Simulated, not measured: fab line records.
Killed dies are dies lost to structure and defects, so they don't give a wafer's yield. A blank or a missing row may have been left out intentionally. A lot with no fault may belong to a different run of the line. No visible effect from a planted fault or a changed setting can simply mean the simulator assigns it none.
A lot that was struck, set against a sound lot / flow sky130 / 30 steps out of a route of 708
Sound: these wafers, L299.1, L299.2, L299.3. Wafers L292.1, L292.4, L292.5 were the ones struck. At the end, the cause is stated.
For every step that has rows: the tool of each side, followed by ch and its chambers, followed by its first start. Under that, the readings that differ: sound wafers / struck wafers / difference of the means / sigmas: that difference in standard deviations of wafers without a fault.
alike: readings whose means differ by less than 2 such deviations, and words and numbers that are the same on both sides. not compared: withheld readings, readings that some wafer has no value for, bounds like >300 that may hide the same value, and numbers for which the record gives no deviation and whose values overlap.
Wherever a step has rows on one side only, a row that says differs or no value, or a row with sigmas, the two part there. Numbers that don't overlap but have no deviation are shown without sigmas and don't part them. A reading missing from all wafers of one side parts the sides only when that side holds two or more wafers.

first, 5 steps without rows for these wafers: SKY_SONOS_ONO_COAT_08 (resist thk 1140 nm); SKY_SONOS_ONO_SOFTBAKE_09 (time 60 s); SKY_SONOS_ONO_EXPOSE_10 (exposes mask ONOM, target cd 410 nm); SKY_SONOS_ONO_PEB_11; SKY_SONOS_ONO_DEVELOP_12 (develop time 60 s).
SKY_SONOS_ONO_CD_MEAS_13 targets a cd of 410 nm.
  struck on cd_sem-01, day 17 19:46; sound on cd_sem-01, day 20 07:25
  alike: cd_nm
SKY_SONOS_ONO_OVL_MEAS_14:
  struck on overlay-02, day 17 19:53; sound on overlay-02, day 20 07:32
  alike: SONOS_ONO_OVL
SKY_SONOS_ONO_ETCH_15: etches the open film in CHF3/O2, target depth 19.52 nm, time 7.8 s.
  sound on rie_diel-02 ch 0,1,3, day 20 07:34; struck on rie_diel-04 ch 0,1,3, day 17 19:55
  alike: drypump_motor_current_A, oes_product_au, rf_fwd_power_W, throttle_valve_pct
  not compared: rf_hours_counter_h
then, 1 step without rows for these wafers: SKY_SONOS_ONO_WET_ETCH_16 (etches SiO2 in dHF, target depth 14 nm, time 280 s).
SKY_SONOS_ONO_STRIP_17: strips in O2/N2.
  sound on plasma_asher-02 ch 0,1, day 20 07:40; struck on plasma_asher-04 ch 0, day 17 20:01
  alike: drypump_motor_current_A, oes_product_au, strip_time_to_endpoint_s
  not compared: rf_hours_counter_h
then, 2 steps without rows for these wafers: SKY_SONOS_ONO_WET_ETCH_18 (etches Si3N4 in H3PO4, target depth 15 nm, time 172 s); SKY_GATE_OXIDE_CLEAN_00 (cleans in SC1/SC2, time 150 s).
SKY_GATE_OXIDE_OXIDATION_01: stabilise 600 s, purge 300 s, target thk 10.268 nm.
  sound on furnace-02 ch 0, day 20 07:53; struck on furnace-01 ch 0, day 17 20:53
reading=spike_tc_bottom_C (C); sound=914.9 917.7 918.3; struck=897.8 898.3 897.7; difference=-19.0; sigmas=-16
reading=spike_tc_centre_C (C); sound=901.5 900.6 901.3; struck=881.7 881.4 881.9; difference=-19.5; sigmas=-15
reading=spike_tc_lower_C (C); sound=901.2 898.8 900.8; struck=881.1 879.9 881.5; difference=-19.4; sigmas=-18
reading=spike_tc_top_C (C); sound=910.4 911.0 911.2; struck=898.7 895.3 894.4; difference=-14.7; sigmas=-6
reading=spike_tc_upper_C (C); sound=900.5 899.8 901.6; struck=880.2 879.7 879.1; difference=-21.0; sigmas=-21
reading=tube_center_temp_C (C); sound=900.03 900.09 900.22; struck=880.01 879.98 880.03; difference=-20.11; sigmas=-99 or more
reading=tube_center_temp_C_max; sound=902.0 902.3 902.4; struck=881.9 882.4 882.6; difference=-19.9; sigmas=-54
reading=zone_power_lower_pct (%); sound=17.17 17.29 17.23; struck=16.51 16.42 16.35; difference=-0.80; sigmas=-5
reading=model.SiO2_of_GATE_OXIDE_OXIDATION_01.thk_nm (nm); sound=9.922 10.05 10.05; struck=8.722 8.544 8.782; difference=-1.325; sigmas=
  alike: zone_power_upper_pct
SKY_GATE_OXIDE_THK_MEAS_02:
  struck on film_metro-04, day 17 22:18; sound on film_metro-01, day 20 09:17
reading=GATE_OXIDE_OXIDATION_00_THK (nm); sound=9.94 10.06 10.09; struck=8.72 8.59 8.77; difference=-1.34; sigmas=-7
then, 7 steps without rows for these wafers: SKY_GATE_OXIDE_DEHYDRATE_03 (time 60 s); SKY_GATE_OXIDE_HMDS_04 (prime time 60 s); SKY_GATE_OXIDE_COAT_05 (resist thk 1140 nm); SKY_GATE_OXIDE_SOFTBAKE_06 (time 60 s); SKY_GATE_OXIDE_EXPOSE_07 (exposes mask LVOM, target cd 600 nm); SKY_GATE_OXIDE_PEB_08; SKY_GATE_OXIDE_DEVELOP_09 (develop time 60 s).
SKY_GATE_OXIDE_OVL_MEAS_10:
  struck on overlay-02, day 19 05:10; sound on overlay-02, day 21 16:07
  alike: GATE_OXIDE_OVL
then, 2 steps without rows for these wafers: SKY_GATE_OXIDE_IMPLANT_11; SKY_GATE_OXIDE_WET_ETCH_12 (etches SiO2 in dHF, target depth 16.8 nm, time 336 s).
SKY_GATE_OXIDE_STRIP_13: strips in O2/N2.
  sound on plasma_asher-04 ch 0,1, day 21 16:24; struck on plasma_asher-03 ch 1, day 19 05:27
  alike: drypump_motor_current_A, oes_product_au, strip_time_to_endpoint_s
  not compared: rf_hours_counter_h
SKY_GATE_OXIDE_TW_MEAS_14:
  struck on film_metro-03, day 19 05:33; sound on film_metro-04, day 21 16:30
  alike: GATE_OXIDE_TW
then, 1 step without rows for these wafers: SKY_GATE_OXIDE_CLEAN_15 (cleans in SC1/SC2, time 150 s).
SKY_GATE_OXIDE_OXIDATION_16: stabilise 600 s, purge 300 s, target thk 3.57 nm.
  sound on furnace-02 ch 0, day 21 16:37; struck on furnace-01 ch 0, day 19 06:29
reading=model.SiO2_of_GATE_OXIDE_OXIDATION_01.thk_nm (nm); sound=11.31 11.45 11.42; struck=10.25 10.07 10.32; difference=-1.18; sigmas=
  alike: spike_tc_bottom_C, spike_tc_centre_C, spike_tc_lower_C, spike_tc_top_C, spike_tc_upper_C, tube_center_temp_C, tube_center_temp_C_max, zone_power_lower_pct, zone_power_upper_pct
then, 1 step without rows for these wafers: SKY_POLY_GATE_CVD_00 (deposits poly-Si, target thk 180 nm, time 720 s).
-- the record jumps here: 31 days lie between the struck wafers' starts before and after (it left off in module POLY_GATE and takes up again in module PAD_OPEN, whose first step shown is number 708 of the route) --
SKY_PAD_OPEN_PROBE_99:
  struck on prober-01, day 50 00:10; sound on prober-01, day 51 00:56
reading=model.etest.nfet_16v.r_on_ohm_um; sound=1.374e+04 1.374e+04 1.361e+04; struck=1.346e+04 1.331e+04 1.36e+04; difference=-2.400e+02; sigmas=
reading=model.etest.pfet_g5v0d10v5.r_on_ohm_um; sound=4673 4781 4714; struck=4365 4299 4359; difference=-382; sigmas=
reading=model.etest.tip_sonos.rs_ohm_sq; sound=2630 2684 2635; struck=2342 2321 2364; difference=-307; sigmas=
reading=model.etest.nfet_g5v0d10v5.r_on_ohm_um; sound=1829 1860 1858; struck=1753 1745 1758; difference=-97; sigmas=
reading=model.etest.nfet_g5v0d10v5.drive_ua_um; sound=629.8 612.9 620.4; struck=689.3 698.4 685.3; difference=+70.0; sigmas=
reading=model.etest.nfet_05v0_nvt.drive_ua_um; sound=593.9 587 589.5; struck=647.6 652.8 647.5; difference=+59.2; sigmas=
reading=model.etest.pfet_g5v0d10v5.drive_ua_um; sound=350.4 342.6 343.7; struck=384.2 389.8 386.4; difference=+41.2; sigmas=
reading=model.etest.nfet_16v.drive_ua_um; sound=231.6 229.6 231.7; struck=250.8 252.8 249.8; difference=+20.2; sigmas=

WHERE THEY PART
First at SKY_GATE_OXIDE_OXIDATION_01; last, within this record, at SKY_GATE_OXIDE_THK_MEAS_02. Later steps at which nothing parts them and some readings are alike: SKY_GATE_OXIDE_OVL_MEAS_10, SKY_GATE_OXIDE_STRIP_13, SKY_GATE_OXIDE_TW_MEAS_14, SKY_GATE_OXIDE_OXIDATION_16.

WHY: what the simulator had put in
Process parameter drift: furnace-01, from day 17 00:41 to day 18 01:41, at SKY_GATE_OXIDE_OXIDATION_01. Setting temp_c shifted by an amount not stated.
